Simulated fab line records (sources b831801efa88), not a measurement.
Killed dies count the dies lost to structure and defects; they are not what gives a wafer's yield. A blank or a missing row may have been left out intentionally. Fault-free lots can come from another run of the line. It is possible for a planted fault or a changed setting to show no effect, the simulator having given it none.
fab line records | flow gf180mcu | part 2 of 2: steps 26 to 35 of 35
record lots=5 | wafers=15 | last_day=34
route steps=602 shown V3@437 M4@456
lots with no fault: from the same line, run without faults
start_h: start of the lot's first displayed wafer, in hours after the record's first day | wait_h: hours from the lot's prior step to this one | " repeats the value in the row above | L1.1+2: several wafers, shown together as one row | - no value, or no start was given | * or withheld: withheld | < > ~ a bound
route shown NAME@n: names a module that has steps shown in the file, with the first one's number in the route | usual: average and standard deviation across the fault-free wafers | same: alike in all rows | chamber/n: place in a boat | sites: readings site by site | _std_site: the standard deviation of these | _edge_site: the outer-site mean with the inner-site mean subtracted | radius_mm: for every site, how far away it sits from the centre of the wafer | mask NAME#n: copy n | behind: tool/chamber where the wafer was last shaped | hold: reason for holding the lot/hours on hold/outcome of the hold | device: whichever transistor did not switch (one of n, p or np) | end of line: the same wafers' tests at the end of the route | step lacking rows: just its recipe | killed: dies that structure and defects cost at the first sort, which is not the same as the wafer's yield | map: per-die view of a wafer (x killed, . not killed, _ where there is no die)
set.NAME: the setting that was run; set.NAME@STEP: the one run at that earlier step | model.NAME: the simulator's own value behind a step, which no gauge read
lots at some steps of the route; a table a step, a row a wafer
services: a tool's chamber out of use, with start hour (start_h, from the record's first day; less than 0 if before it), hours out, and reason
## steps
# step GF_M4_THK_MEAS_06
# recipe thk_meas_gauge=xrf | reads=AlCu_of_M4_SPUTTER_02
# usual M4_ALCU_THK=454/5.2
lot.wafer | tool          | chamber | start_h | wait_h | M4_ALCU_THK[nm]
L074.1    | film_metro-04 | -       | 526.54  | 0.1    | 451
L074.3    | "             | -       | "       | "      | 449
L074.5    | "             | -       | "       | "      | 448
L079.1    | film_metro-04 | -       | 560.52  | 0.1    | 448
L079.2    | "             | -       | "       | "      | 453
L079.6    | "             | -       | "       | "      | 453
L082.1    | film_metro-02 | -       | 584.86  | 0.1    | 459
L082.2    | "             | -       | "       | "      | 450
L082.6    | "             | -       | "       | "      | 458
L086.3    | film_metro-03 | -       | 615.15  | 0.1    | 450
L086.4    | "             | -       | "       | "      | 453
L086.5    | "             | -       | "       | "      | 447
L097.1    | film_metro-02 | -       | 690.58  | 0.1    | 457
L097.3    | "             | -       | "       | "      | 458
L097.4    | "             | -       | "       | "      | 454
# step GF_M4_DEHYDRATE_07
# recipe temp_c=200 | time_s=60
# usual chill_plate_temp_C=23.01/0.098 | plate_temp_C=199.99/0.18
lot.wafer | tool           | chamber | start_h | wait_h | chill_plate_temp_C | plate_temp_C
L074.1    | litho_track-01 | 0       | 537.04  | 10.5   | 23.01              | 199.76
L074.3    | "              | 0       | "       | "      | 22.95              | 200.02
L074.5    | "              | 0       | "       | "      | 22.93              | 199.96
L079.1    | litho_track-02 | 0       | 571.21  | 10.7   | 23.15              | 199.98
L079.2    | "              | 0       | "       | "      | 22.94              | 199.97
L079.6    | "              | 0       | "       | "      | 23.02              | 199.81
L082.1    | litho_track-02 | 0       | 594.81  | 9.9    | 22.90              | 199.92
L082.2    | "              | 0       | "       | "      | 22.96              | 199.70
L082.6    | "              | 0       | "       | "      | 22.94              | 200.15
L086.3    | litho_track-03 | 0       | 624.53  | 9.4    | 22.93              | 199.91
L086.4    | "              | 0       | "       | "      | 22.86              | 199.69
L086.5    | "              | 0       | "       | "      | 23.02              | 199.87
L097.1    | litho_track-01 | 0       | 699.59  | 9.0    | 23.16              | 200.03
L097.3    | "              | 0       | "       | "      | 23.16              | 200.12
L097.4    | "              | 0       | "       | "      | 23.09              | 199.69
# step GF_M4_HMDS_08
# recipe prime_time_s=60 | prime_temp_c=120
# usual chill_plate_temp_C=22.99/0.1
lot.wafer | tool           | chamber | start_h | wait_h | chill_plate_temp_C
L074.1    | litho_track-01 | 0       | 537.19  | 0.1    | 22.95
L074.3    | "              | 0       | "       | "      | 22.95
L074.5    | "              | 0       | "       | "      | 22.87
L079.1    | litho_track-02 | 0       | 571.36  | 0.1    | 22.86
L079.2    | "              | 0       | "       | "      | 23.10
L079.6    | "              | 0       | "       | "      | 22.97
L082.1    | litho_track-02 | 0       | 594.96  | 0.1    | 22.83
L082.2    | "              | 0       | "       | "      | 22.87
L082.6    | "              | 0       | "       | "      | 22.99
L086.3    | litho_track-03 | 0       | 624.68  | 0.1    | 22.90
L086.4    | "              | 0       | "       | "      | 23.00
L086.5    | "              | 0       | "       | "      | 23.10
L097.1    | litho_track-01 | 0       | 699.74  | 0.1    | 23.04
L097.3    | "              | 0       | "       | "      | 23.09
L097.4    | "              | 0       | "       | "      | 22.93
# step GF_M4_COAT_09
# recipe resist=KrF | spin_rpm=withheld | resist_thk_nm=1000
# usual chill_plate_temp_C=23.00/0.11
lot.wafer | tool           | chamber | start_h | wait_h | chill_plate_temp_C
L074.1    | litho_track-01 | 0       | 537.34  | 0.1    | 22.80
L074.3    | "              | 0       | "       | "      | 23.03
L074.5    | "              | 0       | "       | "      | 22.98
L079.1    | litho_track-02 | 0       | 571.51  | 0.1    | 23.05
L079.2    | "              | 0       | "       | "      | 23.02
L079.6    | "              | 0       | "       | "      | 23.04
L082.1    | litho_track-02 | 0       | 595.11  | 0.1    | 23.15
L082.2    | "              | 0       | "       | "      | 22.97
L082.6    | "              | 0       | "       | "      | 22.83
L086.3    | litho_track-03 | 0       | 624.83  | 0.1    | 23.10
L086.4    | "              | 0       | "       | "      | 23.13
L086.5    | "              | 0       | "       | "      | 23.10
L097.1    | litho_track-01 | 0       | 699.89  | 0.1    | 22.92
L097.3    | "              | 0       | "       | "      | 22.93
L097.4    | "              | 0       | "       | "      | 22.93
# step GF_M4_SOFTBAKE_10
# recipe temp_c=130 | time_s=60 | resist=KrF
# usual chill_plate_temp_C=23.01/0.1 | plate_temp_C=130.03/0.15
lot.wafer | tool           | chamber | start_h | wait_h | chill_plate_temp_C | plate_temp_C
L074.1    | litho_track-01 | 0       | 537.49  | 0.1    | 22.84              | 130.07
L074.3    | "              | 0       | "       | "      | 23.01              | 129.85
L074.5    | "              | 0       | "       | "      | 22.95              | 129.97
L079.1    | litho_track-02 | 0       | 571.66  | 0.1    | 23.07              | 129.96
L079.2    | "              | 0       | "       | "      | 23.03              | 130.14
L079.6    | "              | 0       | "       | "      | 22.87              | 130.01
L082.1    | litho_track-02 | 0       | 595.26  | 0.1    | 23.00              | 130.21
L082.2    | "              | 0       | "       | "      | 23.09              | 130.07
L082.6    | "              | 0       | "       | "      | 22.92              | 130.31
L086.3    | litho_track-03 | 0       | 624.98  | 0.1    | 23.03              | 130.06
L086.4    | "              | 0       | "       | "      | 22.97              | 130.14
L086.5    | "              | 0       | "       | "      | 22.88              | 130.10
L097.1    | litho_track-01 | 0       | 700.04  | 0.1    | 22.98              | 130.06
L097.3    | "              | 0       | "       | "      | 22.97              | 130.04
L097.4    | "              | 0       | "       | "      | 22.84              | 130.21
# step GF_M4_EXPOSE_11
# recipe mask_id=Metal4 | target_cd_nm=280 | na=0.68 | source_shape=conventional | sigma_outer=0.6 | dose_mj=28
lot.wafer  | tool           | chamber | start_h | wait_h | mask
L074.1+3+5 | krf_scanner-02 | 0       | -       | -      | Metal4#0
L079.1+2+6 | krf_scanner-02 | 0       | -       | -      | Metal4#0
L082.1+2+6 | krf_scanner-01 | 0       | -       | -      | Metal4#0
L086.3+4+5 | krf_scanner-01 | 0       | -       | -      | Metal4#0
L097.1+3+4 | krf_scanner-01 | 0       | -       | -      | Metal4#0
# step GF_M4_PEB_12
# recipe peb_temp_c=135 | peb_time_s=90 | resist=KrF
# usual chill_plate_temp_C=23.04/0.096 | plate_temp_C=135.03/0.17
lot.wafer | tool           | chamber | start_h | wait_h | chill_plate_temp_C | plate_temp_C
L074.1    | litho_track-03 | 0       | -       | -      | 23.34              | 134.97
L074.3    | "              | 0       | "       | "      | 23.12              | 134.96
L074.5    | "              | 0       | "       | "      | 23.20              | 134.86
L079.1    | litho_track-01 | 0       | -       | -      | 23.07              | 134.98
L079.2    | "              | 0       | "       | "      | 23.08              | 134.87
L079.6    | "              | 0       | "       | "      | 23.09              | 135.01
L082.1    | litho_track-03 | 0       | -       | -      | 23.13              | 135.04
L082.2    | "              | 0       | "       | "      | 23.00              | 135.01
L082.6    | "              | 0       | "       | "      | 22.95              | 135.02
L086.3    | litho_track-01 | 0       | -       | -      | 23.11              | 135.12
L086.4    | "              | 0       | "       | "      | 23.07              | 135.24
L086.5    | "              | 0       | "       | "      | 23.18              | 135.35
L097.1    | litho_track-01 | 0       | -       | -      | 22.90              | 135.09
L097.3    | "              | 0       | "       | "      | 23.10              | 135.13
L097.4    | "              | 0       | "       | "      | 23.02              | 134.80
# step GF_M4_DEVELOP_13
# recipe develop_time_s=60 | dev_temp_c=21
# usual chill_plate_temp_C=23.00/0.11
lot.wafer | tool           | chamber | start_h | wait_h | chill_plate_temp_C
L074.1    | litho_track-03 | 0       | 548.54  | 0.2    | 23.17
L074.3    | "              | 0       | "       | "      | 22.93
L074.5    | "              | 0       | "       | "      | 23.07
L079.1    | litho_track-01 | 0       | 582.34  | 0.2    | 23.02
L079.2    | "              | 0       | "       | "      | 23.04
L079.6    | "              | 0       | "       | "      | 23.16
L082.1    | litho_track-03 | 0       | 605.33  | 0.2    | 23.21
L082.2    | "              | 0       | "       | "      | 23.15
L082.6    | "              | 0       | "       | "      | 23.21
L086.3    | litho_track-01 | 0       | 634.79  | 0.1    | 23.12
L086.4    | "              | 0       | "       | "      | 23.08
L086.5    | "              | 0       | "       | "      | 23.05
L097.1    | litho_track-01 | 0       | 708.74  | 0.2    | 22.96
L097.3    | "              | 0       | "       | "      | 22.92
L097.4    | "              | 0       | "       | "      | 22.90
# step GF_M4_CD_MEAS_14
# recipe target_cd_nm=280
# usual cd_nm=279.8/1.3
lot.wafer | tool      | chamber | start_h | wait_h | cd_nm
L074.1    | cd_sem-01 | -       | 548.69  | 0.1    | 281.7
L074.3    | "         | -       | "       | "      | 281.1
L074.5    | "         | -       | "       | "      | 280.8
L079.1    | cd_sem-01 | -       | 582.49  | 0.1    | 281.5
L079.2    | "         | -       | "       | "      | 281.9
L079.6    | "         | -       | "       | "      | 282.4
L082.1    | cd_sem-01 | -       | 605.48  | 0.1    | 280.8
L082.2    | "         | -       | "       | "      | 281.0
L082.6    | "         | -       | "       | "      | 279.8
L086.3    | cd_sem-01 | -       | 634.93  | 0.1    | 282.4
L086.4    | "         | -       | "       | "      | 280.5
L086.5    | "         | -       | "       | "      | 282.5
L097.1    | cd_sem-02 | -       | 708.89  | 0.1    | 277.9
L097.3    | "         | -       | "       | "      | 277.6
L097.4    | "         | -       | "       | "      | 278.5
# step GF_M4_OVL_MEAS_15
# usual M4_OVL=1/5.5
lot.wafer | tool       | chamber | start_h | wait_h | M4_OVL[nm]
L074.1    | overlay-01 | -       | 548.81  | 0.1    | 2
L074.3    | "          | -       | "       | "      | 2
L074.5    | "          | -       | "       | "      | -1
L079.1    | overlay-02 | -       | 582.61  | 0.1    | -1
L079.2    | "          | -       | "       | "      | -1
L079.6    | "          | -       | "       | "      | -2
L082.1    | overlay-01 | -       | 605.60  | 0.1    | 10
L082.2    | "          | -       | "       | "      | 0
L082.6    | "          | -       | "       | "      | 9
L086.3    | overlay-01 | -       | 635.02  | 0.1    | 10
L086.4    | "          | -       | "       | "      | 5
L086.5    | "          | -       | "       | "      | 9
L097.1    | overlay-02 | -       | 709.01  | 0.1    | 1
L097.3    | "          | -       | "       | "      | 11
L097.4    | "          | -       | "       | "      | 1
## services
tool           | chamber | start_h | hours | kind
rie_diel-02    | 1       | 496.07  | 2.6   | repair
krf_scanner-02 | -       | 499.25  | 0.8   | pm
pvd_sputter-04 | -       | 506.25  | 0.7   | repair
krf_scanner-01 | -       | 515.00  | 1.0   | pm
krf_scanner-01 | -       | 537.99  | 0.8   | pm
rie_diel-02    | -       | 546.13  | 1.8   | repair
rie_diel-02    | -       | 555.98  | 2.8   | pm
krf_scanner-02 | -       | 563.82  | 4.0   | pm
krf_scanner-02 | -       | 570.58  | 0.9   | repair
pvd_sputter-02 | -       | 581.77  | 1.8   | repair
rie_diel-02    | 3       | 592.20  | 9.3   | repair
pvd_sputter-04 | -       | 594.60  | 1.6   | repair
rie_diel-02    | -       | 595.94  | 0.3   | repair
krf_scanner-01 | -       | 596.33  | 4.0   | pm
krf_scanner-02 | -       | 611.23  | 1.3   | pm
rie_diel-02    | 2       | 614.02  | 2.2   | repair
krf_scanner-02 | -       | 622.71  | 4.1   | repair
krf_scanner-02 | -       | 628.31  | 1.0   | pm
krf_scanner-01 | -       | 629.83  | 1.3   | pm
pvd_sputter-02 | -       | 634.54  | 2.2   | repair
pvd_sputter-01 | -       | 634.99  | 8.4   | repair
pvd_sputter-01 | -       | 669.72  | 9.1   | repair
pvd_sputter-04 | -       | 678.89  | 3.5   | repair
pvd_sputter-01 | -       | 682.20  | 2.3   | repair
